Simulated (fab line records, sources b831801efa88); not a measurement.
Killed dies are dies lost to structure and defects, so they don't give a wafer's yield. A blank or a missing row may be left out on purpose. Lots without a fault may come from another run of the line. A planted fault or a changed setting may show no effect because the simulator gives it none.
fab line records | flow gf180mcu
record lots=5 wafers=15 last_day=33
route steps=602 shown V3@449 M4@456
lots that met no fault: from a run of the same line without faults
start_h: hours from the record's first day to the start of the lot's first wafer shown | wait_h: hours since the lot's step before | " the same as in the row above | L1.1+2: a row that stands for several wafers | - no value, or no start given | * or withheld: withheld | < > ~ a bound
route shown NAME@n: a module of which the file shows steps, and the number in the route of the first | usual: mean/standard deviation of fault-free wafers | same: alike in all rows | chamber/n: place in a boat | sites: the reading at each site | _std_site: their standard deviation | _edge_site: outer sites' mean less inner sites' | radius_mm: how far each site lies from the wafer's centre | mask NAME#n: copy n | behind: the tool/chamber that last shaped the wafer | hold: why the lot was held/for how many hours/how that ended | device: the transistor (n, p or np) that didn't switch | end of line: the same wafers' tests at the end of the route | a step without rows: its recipe alone | killed: dies lost to structure and defects at the first sort, not the wafer's yield | map: a wafer's dies, x killed, . not, _ none there
set.NAME: the setting as run; set.NAME@STEP: as run at that earlier step | model.NAME: the simulator's own value behind a step, which no gauge read
lots at some steps of the route; a table a step, a row a wafer
services: from which hour (start_h, from the record's first day; less than 0 if before it) a tool's chamber was out of use, for how many hours, and why
## steps
# step GF_V3_CLEAN_20
# recipe chemistry=DIW dry=n2_spin
# columns lot.wafer tool chamber start_h wait_h
L075.3+4+6 wet_bench-04 0 523.39 0.0
L078.1+3+5 wet_bench-01 0 545.49 0.0
L088.1+4+5 wet_bench-04 3 639.86 0.0
L089.2+4+5 wet_bench-04 2 643.79 0.0
L090.2+3+6 wet_bench-01 3 648.49 0.0
# step GF_V3_SPUTTER_21
# recipe material=Ti target_thk_nm=15 chamber_pressure_pa=5 power_w=2500 substrate_temp_c=200 time_s=80.02
# usual throttle_valve_pct=30.7/0.8
# columns lot.wafer tool chamber start_h wait_h throttle_valve_pct
L075.3 pvd_sputter-01 - 523.48 0.0 31.1
L075.4 " - " " 31.6
L075.6 " - " " 30.7
L078.1 pvd_sputter-01 - 545.58 0.0 30.7
L078.3 " - " " 31.5
L078.5 " - " " 31.4
L088.1 pvd_sputter-03 - 639.97 0.0 30.9
L088.4 " - " " 30.3
L088.5 " - " " 30.9
L089.2 pvd_sputter-02 - 643.90 0.0 31.5
L089.4 " - " " 31.2
L089.5 " - " " 31.7
L090.2 pvd_sputter-02 - 648.58 0.0 31.6
L090.3 " - " " 31.6
L090.6 " - " " 29.6
# step GF_V3_SPUTTER_22
# recipe material=TiN target_thk_nm=10 chamber_pressure_pa=5 power_w=4000 time_s=40
# usual throttle_valve_pct=30.7/0.82
# columns lot.wafer tool chamber start_h wait_h throttle_valve_pct
L075.3 pvd_sputter-01 - 523.54 0.0 30.5
L075.4 " - " " 31.7
L075.6 " - " " 31.0
L078.1 pvd_sputter-01 - 545.64 0.0 31.2
L078.3 " - " " 31.6
L078.5 " - " " 31.5
L088.1 pvd_sputter-03 - 640.03 0.0 30.7
L088.4 " - " " 30.4
L088.5 " - " " 31.1
L089.2 pvd_sputter-02 - 643.96 0.0 31.6
L089.4 " - " " 31.4
L089.5 " - " " 31.8
L090.2 pvd_sputter-02 - 648.64 0.0 31.3
L090.3 " - " " 31.7
L090.6 " - " " 30.0
# step GF_V3_CVD_23
# recipe material=W target_thk_nm=350 time_s=104.9 temp_c=400 pressure_torr=40
# usual heater_power_w=778/76
# columns lot.wafer tool chamber start_h wait_h heater_power_w
L075.3 cvd_w-01 1 523.62 0.1 762
L075.4 " 0 " " 708
L075.6 " 0 " " 727
L078.1 cvd_w-01 0 545.68 0.0 684
L078.3 " 1 " " 774
L078.5 " 1 " " 797
L088.1 cvd_w-02 0 640.07 0.0 923
L088.4 " 0 " " 904
L088.5 " 1 " " 751
L089.2 cvd_w-01 0 644.00 0.0 728
L089.4 " 1 " " 791
L089.5 " 0 " " 721
L090.2 cvd_w-02 1 648.68 0.0 733
L090.3 " 0 " " 901
L090.6 " 0 " " 883
# step GF_V3_RS_MEAS_24
# recipe thk_meas_gauge=four-point-probe reads=W_of_V3_CVD_23+TiN_of_V3_SPUTTER_22+Ti_of_V3_SPUTTER_21
# usual V3_W_RS=0.326/0.0053
# columns lot.wafer tool chamber start_h wait_h V3_W_RS[ohm/sq]
L075.3 film_metro-01 - 523.73 0.1 0.328
L075.4 " - " " 0.327
L075.6 " - " " 0.326
L078.1 film_metro-01 - 545.79 0.1 0.333
L078.3 " - " " 0.326
L078.5 " - " " 0.330
L088.1 film_metro-02 - 640.18 0.1 0.321
L088.4 " - " " 0.319
L088.5 " - " " 0.327
L089.2 film_metro-02 - 644.13 0.1 0.330
L089.4 " - " " 0.329
L089.5 " - " " 0.333
L090.2 film_metro-03 - 648.81 0.1 0.325
L090.3 " - " " 0.315
L090.6 " - " " 0.316
# step GF_V3_THK_MEAS_25
# recipe thk_meas_gauge=xrf reads=W_of_V3_CVD_23
# usual V3_W_THK=362/7
# columns lot.wafer tool chamber start_h wait_h V3_W_THK[nm]
L075.3 film_metro-01 - 523.83 0.1 361
L075.4 " - " " 362
L075.6 " - " " 365
L078.1 film_metro-01 - 545.91 0.1 358
L078.3 " - " " 368
L078.5 " - " " 364
L088.1 film_metro-02 - 640.30 0.1 365
L088.4 " - " " 369
L088.5 " - " " 359
L089.2 film_metro-02 - 644.24 0.1 355
L089.4 " - " " 358
L089.5 " - " " 353
L090.2 film_metro-03 - 648.92 0.1 369
L090.3 " - " " 377
L090.6 " - " " 376
# step GF_V3_CMP_26
# recipe stop_on=SiO2 down_force_psi=3.5 platen_rpm=60 t_overpolish_s=15 target_thk_nm=0 pad_velocity_m_s=0.94248
# usual motor_current_A=11.0/0.87 overpolish_run_s=15.000/0.0097 time_to_endpoint_s=84.1/2.7
# columns lot.wafer tool chamber start_h wait_h motor_current_A overpolish_run_s time_to_endpoint_s
L075.4 cmp-02 1 523.92 0.1 11.6 15.000 79.4
L075.3 " 3 " " 9.2 15.006 80.2
L075.6 " 1 " " 12.0 14.996 82.4
L078.3 cmp-02 2 545.97 0.0 12.3 15.008 87.9
L078.1 " 0 " " 10.7 14.988 83.0
L078.5 " 3 " " 9.8 14.988 86.8
L088.4 cmp-01 1 640.36 0.0 10.8 14.991 85.7
L088.1 " 0 " " 9.6 15.012 81.2
L088.5 " 2 " " 10.7 15.005 82.3
L089.2 cmp-02 2 644.34 0.1 11.8 15.007 83.3
L089.4 " 3 " " 9.3 15.004 83.2
L089.5 " 2 " " 11.3 14.992 82.2
L090.3 cmp-02 1 648.97 0.0 11.3 14.991 85.8
L090.2 " 2 " " 11.6 15.006 81.4
L090.6 " 2 " " 10.9 14.991 87.5
# step GF_M4_SPUTTER_00
# recipe material=Ti target_thk_nm=37.5 arriving_ion_energy_ev=80 substrate_temp_c=200 chamber_pressure_pa=2 power_w=4000 time_s=150
# usual throttle_valve_pct=30.3/0.92
# columns lot.wafer tool chamber start_h wait_h throttle_valve_pct
L075.3 pvd_sputter-04 - 524.17 0.1 30.3
L075.4 " - " " 29.5
L075.6 " - " " 29.7
L078.1 pvd_sputter-04 - 546.27 0.1 30.3
L078.3 " - " " 30.1
L078.5 " - " " 30.2
L088.1 pvd_sputter-04 - 640.66 0.1 30.2
L088.4 " - " " 30.3
L088.5 " - " " 28.7
L089.2 pvd_sputter-04 - 644.59 0.2 28.9
L089.4 " - " " 30.1
L089.5 " - " " 30.1
L090.2 pvd_sputter-02 - 649.27 0.2 31.4
L090.3 " - " " 29.9
L090.6 " - " " 30.1
## services
# columns tool chamber start_h hours kind
cmp-02 - 499.93 7.0 pm
pvd_sputter-04 - 506.16 4.1 repair
cmp-01 - 511.02 5.8 repair
cmp-02 - 516.81 4.7 pm
pvd_sputter-02 - 528.27 2.2 repair
cvd_w-02 - 545.41 6.9 pm
pvd_sputter-03 - 550.99 0.7 repair
pvd_sputter-04 - 558.58 0.7 repair
cmp-02 - 572.13 4.0 pm
cmp-02 - 576.13 - consumable_replace:conditioner
cmp-02 - 576.13 - consumable_replace:pad
cvd_w-01 - 579.26 2.8 pm
pvd_sputter-01 2 581.52 - consumable_replace:kit
pvd_sputter-01 2 581.52 18.0 scheduled_down
pvd_sputter-01 2 581.52 18.0 vent_cycle
pvd_sputter-04 2 584.05 - consumable_replace:kit
pvd_sputter-04 2 584.05 18.0 scheduled_down
pvd_sputter-04 2 584.05 18.0 vent_cycle
cmp-01 - 625.23 10.2 pm
pvd_sputter-04 - 625.58 2.8 repair
pvd_sputter-04 - 637.99 2.0 repair
pvd_sputter-02 0 639.69 - consumable_replace:kit
pvd_sputter-02 0 639.69 18.0 scheduled_down
pvd_sputter-02 0 639.69 18.0 vent_cycle
## key
fault none
